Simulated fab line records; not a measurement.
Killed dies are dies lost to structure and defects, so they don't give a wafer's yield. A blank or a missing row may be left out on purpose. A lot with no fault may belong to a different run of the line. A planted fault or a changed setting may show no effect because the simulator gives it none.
fab line records	flow sfq-line
record lots=7	wafers=21	last-day=90
route steps=325 shown M1@58 I1@73 M2@88 M8@325
lots untouched by any fault: they come from a run of this same line in which no faults occurred
start-h: the number of hours between the record's first day and the start of the first shown wafer of the lot	wait-h: how many hours have passed since the lot's step before this one	" repeats the value in the row above	L1.1+2: one row covering several wafers at once	- no value, or no start was given	* or withheld: withheld	< > ~ a bound
route shown NAME@n: names a module that has steps shown in the file, with the first one's number in the route	usual: average and standard deviation across the fault-free wafers	same: alike in all rows	chamber/n: place in a boat	sites: readings site by site	_std_site: how widely they spread, as a standard deviation	_edge_site: inner sites' mean taken away from outer sites' mean	radius-mm: for every site, how far away it sits from the centre of the wafer	mask NAME#n: copy n	behind: tool/chamber where the wafer was last shaped	hold: why the lot went on hold/how many hours it stayed there/how the hold came to an end	device: whichever transistor did not switch (one of n, p or np)	end of line: tests run on the same wafers once the route is complete	where a step has no rows: the recipe by itself	killed: count of dies lost to structure and defects at first sort (not the wafer's yield)	map: per-die view of a wafer (x killed, . not killed, _ where there is no die)
set.NAME: setting as actually run; set.NAME@STEP: the setting as run at that earlier step	model.NAME: the simulator's own value behind a step, which no gauge read
lots at selected steps of the route; one table per step, one row per wafer
services: when a tool's chamber went out of use (start-h, in hours from the record's first day, below 0 if earlier), for how many hours, and the reason
## steps
# step SFQ_TRILAYER_M1_DEP_PRE_CLEAN_038
# recipe gas=Ar	time-s=22.5	bias-v=250
# step SFQ_TRILAYER_M1_DEP_SPUTTER_037
# recipe material=Nb	base-pressure-pa=1.33e-06	chamber-pressure-pa=0.1333	substrate-temp-c=20	resputter-cathode-voltage-v=400	target-thk-nm=200	power-w=2000	time-s=133.3
# usual base-pressure-pa=1.32e-06/1e-07	substrate-temp-c=20.00/0.11	throttle-valve-pct=30.3/0.91
lot.wafer	tool	chamber	start-h	wait-h	base-pressure-pa	substrate-temp-c	throttle-valve-pct
L900.1	pvd-sputter-04	-	399.49	0.0	1.33e-06	19.89	30.9
L900.3	"	-	"	"	1.33e-06	20.01	28.9
L900.4	"	-	"	"	1.5e-06	20.19	31.4
L905.1	pvd-sputter-04	-	452.54	0.0	1.34e-06	20.05	31.3
L905.2	"	-	"	"	1.34e-06	20.10	30.9
L905.5	"	-	"	"	1.37e-06	20.00	29.0
L906.1	pvd-sputter-05	-	457.47	0.0	1.43e-06	19.87	30.6
L906.4	"	-	"	"	1.34e-06	19.97	30.0
L906.5	"	-	"	"	1.26e-06	20.02	30.8
L907.2	pvd-sputter-05	-	500.05	0.0	1.28e-06	19.91	30.3
L907.3	"	-	"	"	1.31e-06	19.85	30.6
L907.6	"	-	"	"	1.36e-06	19.94	30.1
L908.1	pvd-sputter-05	-	508.58	0.0	1.35e-06	20.03	30.2
L908.3	"	-	"	"	1.33e-06	20.01	30.9
L908.4	"	-	"	"	1.24e-06	20.25	30.9
L916.2	pvd-sputter-04	-	599.77	0.0	1.4e-06	19.92	31.0
L916.3	"	-	"	"	1.1e-06	19.84	28.9
L916.6	"	-	"	"	1.25e-06	20.03	30.8
L918.3	pvd-sputter-04	-	608.39	0.0	1.33e-06	20.20	30.8
L918.4	"	-	"	"	1.39e-06	20.03	31.3
L918.5	"	-	"	"	1.34e-06	19.80	29.0
# step SFQ_M1_RS_MEAS_909
# recipe thk-meas-gauge=four-point-probe	reads=Nb_of_TRILAYER_M1_DEP_SPUTTER_037
# usual M1_NB_RS=0.889/0.0088
lot.wafer	tool	chamber	start-h	wait-h	M1_NB_RS[ohm/sq]
L900.1	film-metro-03	-	399.59	0.0	0.882
L900.3	"	-	"	"	0.880
L900.4	"	-	"	"	0.882
L905.1	film-metro-01	-	452.63	0.0	0.893
L905.2	"	-	"	"	0.883
L905.5	"	-	"	"	0.888
L906.1	film-metro-04	-	457.56	0.0	0.889
L906.4	"	-	"	"	0.891
L906.5	"	-	"	"	0.884
L907.2	film-metro-01	-	500.16	0.1	0.890
L907.3	"	-	"	"	0.887
L907.6	"	-	"	"	0.883
L908.1	film-metro-03	-	508.67	0.0	0.887
L908.3	"	-	"	"	0.877
L908.4	"	-	"	"	0.888
L916.2	film-metro-03	-	599.88	0.1	0.883
L916.3	"	-	"	"	0.890
L916.6	"	-	"	"	0.889
L918.3	film-metro-03	-	608.53	0.1	0.892
L918.4	"	-	"	"	0.889
L918.5	"	-	"	"	0.895
# step SFQ_TRILAYER_M1_LITHO_COAT_044
# recipe resist=BARC	spin-rpm=3000	resist-thk-nm=62
# step SFQ_TRILAYER_M1_LITHO_COAT_039
# recipe resist=KrF	spin-rpm=2949	resist-thk-nm=600
# step SFQ_TRILAYER_M1_LITHO_SOFTBAKE_043
# recipe temp-c=withheld	time-s=withheld	resist=KrF
# step SFQ_TRILAYER_M1_LITHO_EXPOSE_040
# recipe mask-id=M1	na=0.6	source-shape=conventional	sigma-outer=0.65	target-cd-nm=500	dose-mj=14.4
# step SFQ_TRILAYER_M1_LITHO_PEB_042
# recipe peb-temp-c=115	peb-time-s=60	resist=KrF
# step SFQ_TRILAYER_M1_LITHO_DEVELOP_041
# recipe time-s=60	resist=KrF
# step SFQ_M1_OVL_MEAS_911
# usual M1_OVL=-2/5.9
lot.wafer	tool	chamber	start-h	wait-h	M1_OVL[nm]
L900.1	overlay-01	-	561.11	0.1	-3
L900.3	"	-	"	"	0
L900.4	"	-	"	"	-11
L905.1	overlay-02	-	618.20	0.1	-5
L905.2	"	-	"	"	-3
L905.5	"	-	"	"	-8
L906.1	overlay-01	-	624.20	0.1	-3
L906.4	"	-	"	"	-3
L906.5	"	-	"	"	-2
L907.2	overlay-01	-	663.41	0.1	4
L907.3	"	-	"	"	10
L907.6	"	-	"	"	3
L908.1	overlay-02	-	689.47	0.1	-6
L908.3	"	-	"	"	-6
L908.4	"	-	"	"	-5
L916.2	overlay-01	-	771.76	0.1	-3
L916.3	"	-	"	"	-9
L916.6	"	-	"	"	-1
L918.3	overlay-01	-	778.96	0.1	-3
L918.4	"	-	"	"	8
L918.5	"	-	"	"	-4
# step SFQ_TRILAYER_M1_BARC_OPEN_METAL_ETCH_054
# recipe mask-material=PR	chemistry=O2	target-depth-nm=125	target=BARC	icp-w=600	bias-w=83.06	pressure-mtorr=10	time-s=41.7
# step SFQ_TRILAYER_M1_ETCH_METAL_ETCH_042
# recipe target=Nb	stop-on=SiO2	mask-material=PR	chemistry=Cl2/Ar	target-depth-nm=240	icp-w=600	bias-w=80	pressure-mtorr=10	time-s=120
# usual bias-w=80.00/0.25	chamber-pressure-mTorr=10.001/0.012	drypump-motor-current-A=5.8/0.4	oes-product-au=0.895/0.006
lot.wafer	tool	chamber	start-h	wait-h	bias-w	chamber-pressure-mTorr	drypump-motor-current-A	oes-product-au	rf-hours-counter-h	model.KrF_of_TRILAYER_M1_LITHO_COAT_039.thk-nm
L900.1	rie-metal-02	0	561.20	0.0	80.01	10.010	6.3	0.899	12	390.2
L900.3	"	1	"	"	79.85	9.998	5.4	0.894	-	386.1
L900.4	"	0	"	"	80.17	10.006	6.3	0.894	-	391.2
L905.1	rie-metal-02	0	618.30	0.0	-	-	-	-	-	525.4
L905.2	"	1	"	"	-	-	-	-	-	523.9
L905.5	"	0	"	"	-	-	-	-	-	528.6
L906.1	rie-metal-03	1	624.30	0.0	-	-	-	-	-	528.5
L906.4	"	0	"	"	-	-	-	-	-	527.5
L906.5	"	1	"	"	-	-	-	-	-	529.1
L907.2	rie-metal-02	0	663.50	0.0	-	-	-	-	-	532.1
L907.3	"	0	"	"	-	-	-	-	-	531.2
L907.6	"	1	"	"	-	-	-	-	-	529.7
L908.1	rie-metal-03	1	689.57	0.0	79.84	10.017	6.0	0.890	57	387.8
L908.3	"	0	"	"	79.75	10.008	6.1	0.900	-	385.9
L908.4	"	1	"	"	80.15	10.005	6.0	0.893	-	385.3
L916.2	rie-metal-03	0	771.85	0.0	79.99	9.999	6.1	0.904	123	382.5
L916.3	"	0	"	"	80.01	9.989	6.1	0.897	-	383.8
L916.6	"	0	"	"	80.21	9.993	6.1	0.891	-	383.1
L918.3	rie-metal-04	1	779.09	0.1	79.91	9.974	5.9	0.898	-	384.3
L918.4	"	0	"	"	79.81	9.992	5.1	0.893	-	384.5
L918.5	"	0	"	"	80.36	10.005	5.1	0.893	-	384.3
# step SFQ_TRILAYER_M1_STRIP_STRIP_043
# recipe gas=O2	power-w=200	platen-temp-c=40	overash-fraction=0.65	chemistry=O2	pressure-mtorr=50
# usual drypump-motor-current-A=5.8/0.4	oes-product-au=1.000/0.0071
lot.wafer	tool	chamber	start-h	wait-h	drypump-motor-current-A	oes-product-au	rf-hours-counter-h
L900.1	rie-metal-02	0	561.33	0.1	6.3	0.993	12
L900.3	"	1	"	"	5.5	1.007	-
L900.4	"	0	"	"	6.3	1.000	-
L905.1	rie-metal-02	0	618.42	0.1	6.3	0.990	19
L905.2	"	1	"	"	5.4	1.012	26
L905.5	"	0	"	"	6.3	0.992	-
L906.1	rie-metal-03	1	624.42	0.1	6.0	0.997	46
L906.4	"	0	"	"	6.1	1.012	-
L906.5	"	1	"	"	6.0	0.994	-
L907.2	rie-metal-02	0	663.62	0.1	6.3	0.988	26
L907.3	"	0	"	"	6.3	0.995	-
L907.6	"	1	"	"	5.4	0.997	-
L908.1	rie-metal-03	1	689.70	0.1	6.0	1.005	57
L908.3	"	0	"	"	6.1	1.005	-
L908.4	"	1	"	"	6.0	0.992	-
L916.2	rie-metal-03	0	771.97	0.1	6.1	1.002	123
L916.3	"	0	"	"	6.1	1.008	-
L916.6	"	0	"	"	6.1	1.004	-
L918.3	rie-metal-04	1	779.37	0.2	5.8	1.000	-
L918.4	"	0	"	"	5.1	0.988	-
L918.5	"	0	"	"	5.1	0.994	-
# step SFQ_TRILAYER_M1_STRIP_SOLV_CLEAN_044
# recipe chemistry=NMP	temp-c=70	time-s=600
# step SFQ_TRILAYER_I1_DEP_PECVD_045
# recipe material=SiO2	temp-c=150	time-s=111.11	pressure-torr=2.4	rf-w=183.3	precursor=SiH4/N2O	target-thk-nm=500
# step SFQ_TRILAYER_I1_CMP_CMP_046
# recipe material=SiO2	down-force-psi=3	platen-rpm=60	pad-velocity-m-s=0.94248
# step SFQ_I1_BOW_MEAS_912
# recipe mode=bow
# usual I1_BOW=1/7.7
lot.wafer	tool	chamber	start-h	wait-h	I1_BOW[um]
L900.1	film-metro-04	-	566.09	1.5	9
L900.3	"	-	"	"	8
L900.4	"	-	"	"	4
L905.1	film-metro-02	-	622.28	1.5	-9
L905.2	"	-	"	"	-5
L905.5	"	-	"	"	-9
L906.1	film-metro-01	-	628.28	1.0	-4
L906.4	"	-	"	"	8
L906.5	"	-	"	"	-1
L907.2	film-metro-01	-	671.99	1.5	7
L907.3	"	-	"	"	0
L907.6	"	-	"	"	16
L908.1	film-metro-02	-	695.88	2.0	3
L908.3	"	-	"	"	6
L908.4	"	-	"	"	-7
L916.2	film-metro-01	-	775.84	1.0	1
L916.3	"	-	"	"	0
L916.6	"	-	"	"	1
L918.3	film-metro-02	-	783.08	2.0	-1
L918.4	"	-	"	"	2
L918.5	"	-	"	"	3
# step SFQ_TRILAYER_I1_METRO_MEASURE_047
# step SFQ_TRILAYER_I1_VIA_LITHO_COAT_054
# recipe resist=BARC	spin-rpm=3000	resist-thk-nm=62
# step SFQ_TRILAYER_I1_VIA_LITHO_COAT_049
# recipe resist=KrF	spin-rpm=3000	resist-thk-nm=650
# step SFQ_TRILAYER_I1_VIA_LITHO_SOFTBAKE_053
# recipe temp-c=withheld	time-s=withheld	resist=KrF
# step SFQ_TRILAYER_I1_VIA_LITHO_EXPOSE_050
# recipe mask-id=I1	na=0.6	source-shape=conventional	sigma-outer=0.65	target-cd-nm=500	dose-mj=21.3
# step SFQ_TRILAYER_I1_VIA_LITHO_PEB_052
# recipe peb-temp-c=115	peb-time-s=60	resist=KrF
# step SFQ_TRILAYER_I1_VIA_LITHO_DEVELOP_051
# recipe time-s=60	resist=KrF
# step SFQ_I1_OVL_MEAS_913
# usual I1_OVL=3/5
lot.wafer	tool	chamber	start-h	wait-h	I1_OVL[nm]
L900.1	overlay-01	-	569.66	0.1	6
L900.3	"	-	"	"	6
L900.4	"	-	"	"	13
L905.1	overlay-01	-	628.11	0.1	-2
L905.2	"	-	"	"	10
L905.5	"	-	"	"	1
L906.1	overlay-02	-	668.95	0.1	5
L906.4	"	-	"	"	4
L906.5	"	-	"	"	9
L907.2	overlay-01	-	680.96	0.1	6
L907.3	"	-	"	"	10
L907.6	"	-	"	"	7
L908.1	overlay-01	-	850.87	0.1	2
L908.3	"	-	"	"	0
L908.4	"	-	"	"	6
L916.2	overlay-01	-	929.97	0.1	6
L916.3	"	-	"	"	1
L916.6	"	-	"	"	3
L918.3	overlay-01	-	940.83	0.1	4
L918.4	"	-	"	"	4
L918.5	"	-	"	"	0
# step SFQ_TRILAYER_I1_VIA_BARC_OPEN_VIA_ETCH_071
# recipe mask-material=PR	chemistry=O2	target-depth-nm=125	target=BARC	source-w=500	bias-w=80	pressure-mtorr=30	time-s=41.7
# usual bias-w=79.98/0.28	chamber-pressure-mTorr=30.001/0.025	drypump-motor-current-A=5.6/0.43	oes-product-au=0.685/0.0045
lot.wafer	tool	chamber	start-h	wait-h	bias-w	chamber-pressure-mTorr	drypump-motor-current-A	oes-product-au	rf-hours-counter-h
L900.1	rie-diel-04	1	569.70	0.0	80.29	30.000	6.0	0.681	1
L900.3	"	2	"	"	79.84	29.998	5.0	0.689	43
L900.4	"	3	"	"	80.35	29.987	5.7	0.683	0
L905.1	rie-diel-02	0	628.15	0.0	79.88	30.041	5.1	0.686	62
L905.2	"	1	"	"	80.16	29.999	6.0	0.682	73
L905.5	"	3	"	"	79.87	30.019	5.4	0.688	-
L906.1	rie-diel-04	3	668.99	0.0	79.66	29.997	5.7	0.678	2
L906.4	"	1	"	"	79.64	29.989	6.0	0.689	3
L906.5	"	2	"	"	79.94	30.031	5.0	0.687	-
L907.2	rie-diel-02	3	680.99	0.0	80.33	29.996	5.5	0.686	57
L907.3	"	1	"	"	80.37	29.987	6.0	0.682	0
L907.6	"	2	"	"	79.68	29.981	6.1	0.684	-
L908.1	rie-diel-04	2	850.91	0.0	79.90	29.981	5.0	0.689	0
L908.3	"	0	"	"	80.03	29.973	5.0	0.672	6
L908.4	"	1	"	"	79.99	30.022	6.0	0.683	5
L916.2	rie-diel-03	1	930.00	0.0	80.02	30.016	5.8	0.682	6
L916.3	"	2	"	"	80.44	30.035	5.8	0.681	-
L916.6	"	2	"	"	80.25	30.044	5.8	0.684	-
L918.3	rie-diel-02	3	940.85	0.0	79.69	30.004	5.4	0.690	2
L918.4	"	1	"	"	80.00	30.000	6.0	0.684	-
L918.5	"	2	"	"	80.05	29.984	6.1	0.690	-
# step SFQ_TRILAYER_I1_VIA_ETCH_VIA_ETCH_052
# recipe target=SiO2	stop-on=Nb	mask-material=PR	taper-deg=20	chemistry=CHF3	target-depth-nm=260	source-w=500	bias-w=80	pressure-mtorr=30	time-s=withheld
# usual bias-w=79.97/0.24	chamber-pressure-mTorr=30.002/0.027	drypump-motor-current-A=5.6/0.43	oes-product-au=0.855/0.0045
lot.wafer	tool	chamber	start-h	wait-h	bias-w	chamber-pressure-mTorr	drypump-motor-current-A	oes-product-au
L900.1	rie-diel-04	1	569.74	0.0	80.20	29.933	5.9	0.856
L900.3	"	2	"	"	80.01	30.015	5.0	0.854
L900.4	"	3	"	"	80.30	29.998	5.7	0.853
L905.1	rie-diel-02	0	628.19	0.0	79.79	30.011	5.1	0.854
L905.2	"	1	"	"	80.06	29.954	6.0	0.867
L905.5	"	3	"	"	80.27	30.036	5.4	0.858
L906.1	rie-diel-04	3	669.03	0.0	79.81	30.015	5.7	0.858
L906.4	"	1	"	"	79.76	29.984	6.0	0.854
L906.5	"	2	"	"	79.93	30.032	5.0	0.860
L907.2	rie-diel-02	3	681.03	0.0	79.86	29.986	5.4	0.859
L907.3	"	1	"	"	79.88	30.015	6.1	0.857
L907.6	"	2	"	"	79.60	29.986	6.1	0.855
L908.1	rie-diel-04	2	850.95	0.0	80.13	29.999	5.0	0.862
L908.3	"	0	"	"	80.12	29.984	5.0	0.852
L908.4	"	1	"	"	80.08	30.001	6.0	0.851
L916.2	rie-diel-03	1	930.06	0.0	80.33	30.024	5.9	0.849
L916.3	"	2	"	"	80.16	29.982	5.7	0.849
L916.6	"	2	"	"	80.13	29.996	5.7	0.850
L918.3	rie-diel-02	3	940.89	0.0	79.76	30.050	5.4	0.854
L918.4	"	1	"	"	80.12	30.004	6.0	0.855
L918.5	"	2	"	"	80.07	30.020	6.1	0.855
# step SFQ_TRILAYER_I1_VIA_STRIP_STRIP_053
# recipe gas=O2	power-w=200	platen-temp-c=40	overash-fraction=0.65	chemistry=O2	pressure-mtorr=50
# step SFQ_TRILAYER_I1_VIA_STRIP_SOLV_CLEAN_054
# recipe chemistry=NMP	temp-c=70	time-s=600
# step SFQ_TRILAYER_M2_DEP_PRE_CLEAN_056
# recipe gas=Ar	time-s=22.5	bias-v=250
# step SFQ_TRILAYER_M2_DEP_SPUTTER_055
# recipe material=Nb	base-pressure-pa=1.33e-06	chamber-pressure-pa=0.1333	substrate-temp-c=20	resputter-cathode-voltage-v=400	target-thk-nm=200	power-w=2000	time-s=133.3
# usual base-pressure-pa=1.34e-06/9.2e-08	substrate-temp-c=19.97/0.11	throttle-valve-pct=30.1/0.74
lot.wafer	tool	chamber	start-h	wait-h	base-pressure-pa	substrate-temp-c	throttle-valve-pct
L900.1	pvd-sputter-06	-	570.65	0.0	1.29e-06	19.87	29.9
L900.3	"	-	"	"	1.19e-06	20.20	28.7
L900.4	"	-	"	"	1.27e-06	19.85	29.4
L905.1	pvd-sputter-04	-	629.10	0.0	1.17e-06	20.01	28.7
L905.2	"	-	"	"	1.27e-06	19.86	31.1
L905.5	"	-	"	"	1.49e-06	20.00	31.3
L906.1	pvd-sputter-05	-	669.94	0.0	1.27e-06	19.90	30.4
L906.4	"	-	"	"	1.3e-06	19.90	30.4
L906.5	"	-	"	"	1.38e-06	20.04	31.0
L907.2	pvd-sputter-04	-	681.94	0.0	1.31e-06	20.16	30.9
L907.3	"	-	"	"	1.36e-06	20.04	29.7
L907.6	"	-	"	"	1.4e-06	20.02	31.2
L908.1	pvd-sputter-06	-	851.87	0.0	1.26e-06	20.01	29.6
L908.3	"	-	"	"	1.33e-06	20.15	30.5
L908.4	"	-	"	"	1.12e-06	19.84	30.3
L916.2	pvd-sputter-06	-	931.03	0.0	1.36e-06	19.92	30.2
L916.3	"	-	"	"	1.34e-06	20.04	28.7
L916.6	"	-	"	"	1.33e-06	19.90	29.5
L918.3	pvd-sputter-04	-	941.83	0.0	1.33e-06	19.90	31.0
L918.4	"	-	"	"	1.57e-06	20.05	31.2
L918.5	"	-	"	"	1.56e-06	20.07	31.2
# step SFQ_M2_RS_MEAS_914
# recipe thk-meas-gauge=four-point-probe	reads=Nb_of_TRILAYER_M2_DEP_SPUTTER_055
# usual M2_NB_RS=0.887/0.0092
lot.wafer	tool	chamber	start-h	wait-h	M2_NB_RS[ohm/sq]
L900.1	film-metro-03	-	570.75	0.0	0.899
L900.3	"	-	"	"	0.890
L900.4	"	-	"	"	0.893
L905.1	film-metro-02	-	629.19	0.0	0.904
L905.2	"	-	"	"	0.893
L905.5	"	-	"	"	0.899
L906.1	film-metro-03	-	670.03	0.0	0.870
L906.4	"	-	"	"	0.881
L906.5	"	-	"	"	0.878
L907.2	film-metro-04	-	682.05	0.1	0.891
L907.3	"	-	"	"	0.895
L907.6	"	-	"	"	0.889
L908.1	film-metro-03	-	851.96	0.0	0.887
L908.3	"	-	"	"	0.887
L908.4	"	-	"	"	0.889
L916.2	film-metro-04	-	931.14	0.1	0.886
L916.3	"	-	"	"	0.889
L916.6	"	-	"	"	0.889
L918.3	film-metro-04	-	941.96	0.1	0.888
L918.4	"	-	"	"	0.889
L918.5	"	-	"	"	0.888
# step SFQ_TRILAYER_M2_LITHO_COAT_062
# recipe resist=BARC	spin-rpm=3000	resist-thk-nm=62
# step SFQ_TRILAYER_M2_LITHO_COAT_057
# recipe resist=KrF	spin-rpm=3000	resist-thk-nm=604.6
# step SFQ_TRILAYER_M2_LITHO_SOFTBAKE_061
# recipe temp-c=withheld	time-s=withheld	resist=KrF
# step SFQ_TRILAYER_M2_LITHO_EXPOSE_058
# recipe mask-id=M2	na=0.6	source-shape=conventional	sigma-outer=0.65	target-cd-nm=500	dose-mj=14.4
# step SFQ_TRILAYER_M2_LITHO_PEB_060
# recipe peb-temp-c=115	peb-time-s=60	resist=KrF
# step SFQ_TRILAYER_M2_LITHO_DEVELOP_059
# recipe time-s=60	resist=KrF
# step SFQ_M2_OVL_MEAS_916
# usual M2_OVL=-3/4.8
lot.wafer	tool	chamber	start-h	wait-h	M2_OVL[nm]
L900.1	overlay-02	-	573.55	0.1	-3
L900.3	"	-	"	"	-3
L900.4	"	-	"	"	-7
L905.1	overlay-01	-	633.21	0.1	1
L905.2	"	-	"	"	-3
L905.5	"	-	"	"	1
L906.1	overlay-02	-	677.35	0.1	-4
L906.4	"	-	"	"	-4
L906.5	"	-	"	"	-1
L907.2	overlay-02	-	686.96	0.1	-1
L907.3	"	-	"	"	4
L907.6	"	-	"	"	-2
L908.1	overlay-01	-	855.76	0.1	-4
L908.3	"	-	"	"	-7
L908.4	"	-	"	"	-5
L916.2	overlay-01	-	933.56	0.1	-5
L916.3	"	-	"	"	-1
L916.6	"	-	"	"	-2
L918.3	overlay-01	-	944.36	0.1	1
L918.4	"	-	"	"	-1
L918.5	"	-	"	"	-4
# step SFQ_TRILAYER_M2_BARC_OPEN_METAL_ETCH_077
# recipe mask-material=PR	chemistry=O2	target-depth-nm=125	target=BARC	icp-w=600	bias-w=80	pressure-mtorr=10	time-s=41.7
# step SFQ_M8_BOW_MEAS_951
# recipe mode=bow
# usual M8_BOW=9/10
lot.wafer	tool	chamber	start-h	wait-h	M8_BOW[um]	model.etest.m1.comb-log10-ohm
L900.1	film-metro-03	-	2069.33	0.0	18	12
L900.3	"	-	"	"	18	12
L900.4	"	-	"	"	13	12
L905.1	film-metro-03	-	2080.74	0.0	1	0
L905.2	"	-	"	"	4	0
L905.5	"	-	"	"	1	0
L906.1	film-metro-03	-	2092.96	0.0	-5	0
L906.4	"	-	"	"	8	0
L906.5	"	-	"	"	0	0
L907.2	film-metro-01	-	2096.70	0.0	15	0
L907.3	"	-	"	"	10	0
L907.6	"	-	"	"	24	0
L908.1	film-metro-03	-	2103.86	0.0	7	12
L908.3	"	-	"	"	10	12
L908.4	"	-	"	"	-3	12
L916.2	film-metro-03	-	2160.04	0.0	14	12
L916.3	"	-	"	"	12	12
L916.6	"	-	"	"	13	12
L918.3	film-metro-01	-	2166.09	0.0	5	12
L918.4	"	-	"	"	9	12
L918.5	"	-	"	"	10	12
## services
tool	chamber	start-h	hours	kind
rie-diel-04	2	378.28	2.0	repair
rie-diel-04	-	443.33	4.0	pm
rie-diel-04	1	453.96	2.6	repair
rie-metal-02	-	469.75	0.6	repair
rie-diel-02	2	481.19	4.3	repair
rie-diel-02	2	498.46	1.2	repair
rie-metal-02	1	502.60	2.3	repair
pvd-sputter-04	-	505.35	7.5	repair
rie-diel-04	1	506.70	4.3	repair
rie-diel-02	3	509.11	5.7	repair
rie-metal-03	-	521.13	4.4	repair
rie-diel-02	-	535.73	0.5	repair
rie-metal-02	0	580.57	3.7	repair
rie-diel-02	3	598.52	12.4	repair
rie-diel-04	0	632.68	4.1	repair
rie-diel-04	3	644.72	5.7	repair
rie-metal-03	0	679.18	2.1	repair
rie-diel-02	-	687.08	2.8	pm
rie-diel-02	2	721.98	3.6	repair
rie-metal-02	1	747.28	5.9	repair
rie-metal-02	-	835.04	0.8	repair
rie-diel-02	2	837.48	7.4	repair
rie-metal-03	-	837.94	2.4	repair
rie-metal-03	-	852.75	1.3	repair
## key
first-sign step=SFQ_TRILAYER_M1_ETCH_METAL_ETCH_042	reading=tool-record	direction=missing
effect none on later readings
model-effect step=SFQ_TRILAYER_M1_ETCH_METAL_ETCH_042	value=KrF_of_TRILAYER_M1_LITHO_COAT_039.thk-nm	without=388.1	struck=528.4
model-effect step=SFQ_M8_BOW_MEAS_951	value=etest.m1.comb-log10-ohm	without=12	struck=0
met-at SFQ_TRILAYER_M1_ETCH_METAL_ETCH_042
struck-wafers L905.1,L905.2,L905.5,L906.1,L906.4,L906.5,L907.2,L907.3,L907.6
onset-between 561.20 618.30
fault kind=skipped-step-whole	tool=rie-metal-02,rie-metal-03	chamber=-	onset-h=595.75	steps=SFQ_TRILAYER_M1_ETCH_METAL_ETCH_042	scope=struck-lots-only
